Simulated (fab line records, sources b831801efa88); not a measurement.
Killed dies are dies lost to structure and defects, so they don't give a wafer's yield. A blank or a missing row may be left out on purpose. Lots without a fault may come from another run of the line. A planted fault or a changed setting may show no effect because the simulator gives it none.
A struck lot beside a sound one | flow sky130 | 14 steps out of a route of 708
Sound: wafers L875.1, L875.2, L875.6. Struck: wafers L881.1, L881.2, L881.5. The cause comes at the end.
At each step with rows: each side's tool, then ch and its chambers, then its first start. Under that, the readings that differ: sound wafers | struck wafers | difference of the means | sigmas: that difference in standard deviations of wafers without a fault.
alike: readings whose means differ by less than 2 such deviations, and words and numbers that are the same on both sides. not compared: withheld readings, readings that some wafer has no value for, bounds like >300 that may hide the same value, and numbers for which the record gives no deviation and whose values overlap.
The two part at a step that has a row with sigmas, a row that says differs or no value, or rows on one side only. Numbers that don't overlap but have no deviation are shown without sigmas and don't part them. A reading that every wafer of one side lacks parts them only if that side has two wafers or more.

first, 2 steps without rows for these wafers: SKY_VIA2_CLEAN_18 (cleans in IPA, time 180 s); SKY_VIA2_CLEAN_19 (cleans in O3/DIW).
SKY_VIA2_SPUTTER_20: material TiN, target thk 20 nm, time 80 s.
  sound on pvd_sputter-03, day 38 07:17; struck on pvd_sputter-02, day 40 15:51
  alike: throttle_valve_pct
SKY_VIA2_CVD_21: deposits W, target thk 420 nm, time 126.4 s.
  sound on cvd_w-01 ch 0,1, day 38 07:20; struck on cvd_w-01 ch 0,1, day 40 15:55
  alike: chamber_pressure_Torr, heater_power_outer_w, heater_power_w, susceptor_temp_C
  not compared: since_wet_clean_h
SKY_VIA2_RS_MEAS_22: measures by four-point-probe.
  sound on film_metro-04, day 38 07:28; struck on film_metro-01, day 40 16:02
  alike: VIA2_W_RS
SKY_VIA2_THK_MEAS_23: measures by xrf.
  sound on film_metro-04, day 38 07:35; struck on film_metro-01, day 40 16:10
  alike: VIA2_W_THK
then, 1 step without rows for these wafers: SKY_VIA2_CMP_24 (polishes, stops on SiO2, t overpolish 20 s, target thk 0 nm).
SKY_METAL3_SPUTTER_00: material Ti, target thk 15 nm, time 10 s.
  sound on pvd_sputter-04, day 38 07:57; struck on pvd_sputter-04, day 40 16:31
  alike: throttle_valve_pct
SKY_METAL3_SPUTTER_01: material TiN, target thk 20 nm, time 16.7 s.
  sound on pvd_sputter-04, day 38 07:59; struck on pvd_sputter-04, day 40 16:32
  alike: throttle_valve_pct
then, 2 steps without rows for these wafers: SKY_METAL3_SPUTTER_02 (material AlCu, target thk 735 nm, time 39.1 s); SKY_METAL3_SPUTTER_03 (material Ti, target thk 5 nm, time 3.3 s).
SKY_METAL3_SPUTTER_04: material TiN, target thk 70 nm, time 58.3 s.
  sound on pvd_sputter-04, day 38 08:04; struck on pvd_sputter-04, day 40 16:38
  alike: throttle_valve_pct
SKY_CAPM_CVD_00: deposits SiO2, target thk 15.5 nm.
  sound on pecvd-03 ch 1,2, day 38 08:07; struck on pecvd-01 ch 1,2, day 40 16:40
  no value came back on the struck wafers for heater_power_outer_w (W), heater_power_w (W), susceptor_temp_C (C); on the sound wafers heater_power_outer_w (W) reads 399 501 410
-- the record jumps here: 9 days lie between the struck wafers' starts before and after (it left off in module CAPM and takes up again in module PAD_OPEN, whose first step shown is number 708 of the route) --
SKY_PAD_OPEN_PROBE_99:
  the record has rows for the struck wafers here (prober-02, day 49 12:21) and none for the sound ones

WHERE THEY PART
First at SKY_CAPM_CVD_00; last, within this record, at SKY_PAD_OPEN_PROBE_99.

WHY: what the simulator had put in
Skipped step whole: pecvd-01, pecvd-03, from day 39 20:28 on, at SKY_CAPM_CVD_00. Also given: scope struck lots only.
